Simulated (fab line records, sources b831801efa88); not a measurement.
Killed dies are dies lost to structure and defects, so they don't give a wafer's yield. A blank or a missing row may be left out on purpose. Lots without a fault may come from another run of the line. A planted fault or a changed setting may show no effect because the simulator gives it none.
Which tool did it? | flow gf180mcu | 6 lots, 18 wafers sampled, at 2 steps of a route of 602

WHAT THE GAUGES READ, wafer by wafer
GF_SAB_THK_MEAS_01.
lot  | measured     | on            | SAB_CVD_00_THK (nm)
L168 | day 15 02:24 | film_metro-01 | 49.3 51.1 50.7
L170 | day 16 02:38 | film_metro-01 | 49.0 48.8 49.8
L172 | day 16 13:12 | film_metro-03 | 48.7 49.4 50.4
L174 | day 17 09:01 | film_metro-02 | 49.7 50.2 50.5
L179 | day 19 12:04 | film_metro-03 | 49.4 50.3 50.0
L187 | day 21 22:02 | film_metro-01 | 50.6 50.8 50.6

WHICH TOOL RAN EACH LOT (tool, then ch and the chambers of the sampled wafers, then the start)
lot  | GF_SAB_CVD_00
L168 | pecvd-02 ch 0,1,2, day 15 02:23
L170 | pecvd-01 ch 0,1,2, day 16 02:37
L172 | pecvd-02 ch 0,1,2, day 16 13:11
L174 | pecvd-02 ch 0,1, day 17 08:59
L179 | pecvd-01 ch 2, day 19 12:01
L187 | pecvd-04 ch 0,1,2, day 21 21:59
- GF_SAB_CVD_00: deposits SiO2 from TEOS, target thk 50 nm, time 4.9302 s.

THE ANSWER, worked out from the rows above alone
Rule: what is usual is taken from the lots themselves. Put in order of their means at a reading, lots are off if they are a third of the lots or fewer, leave a main group of 4 or more, and stand apart from it by a gap of 3 or more times the standard deviation of the main group's means; of several such gaps the widest counts. A main group whose means are all the same, to the digits that the tables above print for the reading, isn't used. A lot without any number at a reading at which 4 lots or more have one is off too. The other lots that the step has rows for count as sound.
No lot is off at any reading shown: from this, nothing can be told.

WHAT THE SIMULATOR HAD PUT IN
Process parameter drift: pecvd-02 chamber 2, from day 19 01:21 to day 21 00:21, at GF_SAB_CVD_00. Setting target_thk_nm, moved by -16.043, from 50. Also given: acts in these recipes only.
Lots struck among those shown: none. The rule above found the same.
